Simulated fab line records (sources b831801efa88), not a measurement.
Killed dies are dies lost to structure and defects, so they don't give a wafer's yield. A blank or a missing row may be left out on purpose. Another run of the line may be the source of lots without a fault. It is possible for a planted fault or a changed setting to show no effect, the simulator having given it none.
Chamber matching -- flow sky130 -- 4 sister chambers for SKY_POLY_GATE_ETCH_16 on rie_diel-02
The step etches Si3N4 in CH3F/O2, stops on poly-Si, time 147.5 s, target depth 75 nm. 8 wafers are shown with their chamber, then 8 later ones without.

## EACH WAFER AND ITS CHAMBER
wafer,chamber,drypump_motor_current_A (A),oes_product_au (a.u.)
L743.4,0,6.2,0.637
L744.6,2,6.2,0.642
L747.1,3,5.7,0.646
L747.3,2,6.1,0.647
L751.1,3,5.6,0.632
L751.2,1,5.2,0.639
L751.4,0,6.2,0.644
L752.2,1,5.2,0.641

## WAFERS WITH NO CHAMBER GIVEN
wafer,drypump_motor_current_A (A),oes_product_au (a.u.)
L752.3,6.1,0.641
L752.4,5.6,0.639
L754.1,6.2,0.638
L754.3,5.2,0.648
L754.6,6.2,0.641
L764.2,6.2,0.637
L764.3,6.1,0.643
L764.4,5.7,0.629

## WHICH CHAMBER EACH WENT THROUGH
wafer,from the rows above,in truth
L752.3,can't be placed: 2 or 0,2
L752.4,3,3
L754.1,can't be placed: 0 or 2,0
L754.3,1,1
L754.6,can't be placed: 0 or 2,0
L764.2,can't be placed: 0 or 2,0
L764.3,can't be placed: 2 or 0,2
L764.4,3,3
3 of 8 placed correctly. Not placeable from these rows: 5 (in 5, the candidates include the true chamber). Placed wrongly: 0.
How it was worked out, from the rows above alone: a wafer's distance from a chamber is the root of the sum, over the readings, of the square of ((its reading less the chamber's mean) divided by the reading's scatter). The wafer belongs to the nearest chamber; if the next one is less than 2 further off, it can't be placed. The mean given for a chamber averages the wafers shown for that chamber. The scatter: the root of (the sum of the squares of (reading less its chamber's mean) over the shown wafers, divided by (wafers less chambers)).
